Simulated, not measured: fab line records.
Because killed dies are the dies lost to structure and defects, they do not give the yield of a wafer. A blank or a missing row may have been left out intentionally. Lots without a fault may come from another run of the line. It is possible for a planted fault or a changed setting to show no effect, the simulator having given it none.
What tool caused it?    flow sky130    Sampling: 11 lots, 33 wafers, 4 of 708 route steps

WHAT THE GAUGES READ, wafer by wafer
SKY_FIELD_ISO_CD_MEAS_13: the cd target is 150 nm. Usual: cd nm at 149.5 nm, with a standard deviation of 1.3.
lot   measured     on         cd nm (nm)         flag
L216  day 2 11:20  cd sem-02  148.1 147.4 147.8  
L218  day 2 13:26  cd sem-02  146.8 148.9 149.3  
L219  day 2 14:35  cd sem-02  152.8 152.3 153.0  
L220  day 2 20:57  cd sem-02  151.1 151.4 151.0  
L221  day 3 06:58  cd sem-02  148.6 149.2 147.9  
L222  day 3 13:26  cd sem-02  148.1 148.0 149.2  
L223  day 3 17:21  cd sem-01  149.2 149.6 149.8  
L224  day 3 22:37  cd sem-02  148.0 148.1 147.5  
L236  day 6 12:34  cd sem-01  149.3 148.2 148.3  
L238  day 7 00:40  cd sem-02  151.3 152.3 151.4  
L239  day 7 06:04  cd sem-01  149.9 149.1 149.6  

SKY_CAPM_OVL_MEAS_12. Usual: CAPM_OVL gives 0.1 nm (standard deviation 1.5).
lot   measured      on          CAPM_OVL (nm)   flag
L216  day 37 21:00  overlay-01  -2.5 -2.6 1.2   
L218  day 38 02:19  overlay-02  2.5 1.0 1.4     
L219  day 38 06:39  overlay-02  -0.6 0.8 0.2    
L220  day 38 10:41  overlay-02  1.3 0.4 -0.4    
L221  day 39 03:27  overlay-02  1.8 0.3 -0.1    
L222  day 39 07:10  overlay-01  1.6 1.0 2.3     
L223  day 39 17:01  overlay-02  0.8 1.6 1.1     
L224  day 39 17:37  overlay-02  0.3 -1.9 0.2    
L236  day 43 01:29  overlay-01  -0.4 -1.6 1.1   
L238  day 43 17:26  overlay-02  -1.1 -0.6 -0.9  
L239  day 43 23:45  overlay-02  -0.8 -2.4 -0.9  

SKY_VIA3_CD_MEAS_12: the cd target is 200 nm. Usual: cd nm at 199.6 nm, with a standard deviation of 1.5.
lot   measured      on         cd nm (nm)                           flag
L216  day 40 02:14  cd sem-02  198.4 199.4 200.1                    
L218  day 40 06:32  cd sem-02  199.9 200.7 200.9                    
L219  day 40 10:10  cd sem-02  201.9 202.2 203.7                    
L220  day 40 14:13  cd sem-01  197.7 197.3 197.3                    
L221  day 41 06:20  cd sem-01  199.8 199.9 199.2                    
L222  day 41 10:50  cd sem-01  201.0 201.0 200.7                    
L223  day 41 19:29  cd sem-01  178.8 196.5 197.1 178.9 196.6 196.7  OFF
L224  day 41 20:38  cd sem-01  179.3 198.1 198.8 179.0 197.4 198.9  OFF
L236  day 44 22:50  cd sem-02  201.9 200.8 200.7                    
L238  day 45 15:35  cd sem-01  195.7 197.4 197.4                    
L239  day 45 21:42  cd sem-02  201.0 200.4 200.1                    

EACH LOT AND THE TOOL THAT RAN IT (in order: tool; ch and the chambers of the sampled wafers; start)
lot   SKY_VIA3_EXPOSE_09
L216  krf scanner-01 ch 0, day 39 14:11
L218  krf scanner-01 ch 0, day 39 18:28
L219  krf scanner-01 ch 0, day 39 22:11
L220  krf scanner-01 ch 0, day 40 01:50
L221  krf scanner-01 ch 0, day 40 19:10
L222  krf scanner-01 ch 0, day 40 23:24
L223  krf scanner-01 ch 0, day 41 07:31
L224  krf scanner-01 ch 0, day 41 08:44
L236  krf scanner-02 ch 0, day 44 13:09
L238  krf scanner-02 ch 0, day 45 04:54
L239  krf scanner-01 ch 0, day 45 10:55
- SKY_VIA3_EXPOSE_09: exposes mask VIM3, target cd 200 nm.

WHAT THE TOOLS THEMSELVES READ (means of the sampled wafers that have a number; where no wafer has one, the mark that the record gives instead)
SKY_VIA3_EXPOSE_09. Usual: exposure dose mJ cm2 at 37.96, with a standard deviation of 0.05.
lot   tool            exposure dose mJ cm2  flag
L216  krf scanner-01  38.01                 
L218  krf scanner-01  37.98                 
L219  krf scanner-01  38.05                 
L220  krf scanner-01  38.00                 
L221  krf scanner-01  37.97                 
L222  krf scanner-01  37.94                 
L223  krf scanner-01  37.96                 
L224  krf scanner-01  37.95                 
L236  krf scanner-02  37.96                 
L238  krf scanner-02  37.87                 
L239  krf scanner-01  37.96                 

THE ANSWER, worked out from the rows above alone
Rule: a lot counts as off when the mean over its wafers that have a number is more than 3 standard deviations away from the usual mean. A lot without any number at a reading at which 4 lots or more have one is off too. All remaining lots with rows at the step are treated as sound. The gauges are gone through in route order, then the tools' own readings, and for those a lot's mean is taken as printed above. At the first step where some lot is off, the reading lying furthest off is the one used; lots without a number count as furthest.
Off: L223, L224, at SKY_VIA3_CD_MEAS_12 (cd nm).
If a tool, at a process step before that reading, ran all the lots that are off and no sound lot after the first of them, it fits. Those tools and the gauges at SKY_VIA3_CD_MEAS_12 are tried in the same way. Of those tried, none fits.

WHAT WAS PUT IN BY THE SIMULATOR
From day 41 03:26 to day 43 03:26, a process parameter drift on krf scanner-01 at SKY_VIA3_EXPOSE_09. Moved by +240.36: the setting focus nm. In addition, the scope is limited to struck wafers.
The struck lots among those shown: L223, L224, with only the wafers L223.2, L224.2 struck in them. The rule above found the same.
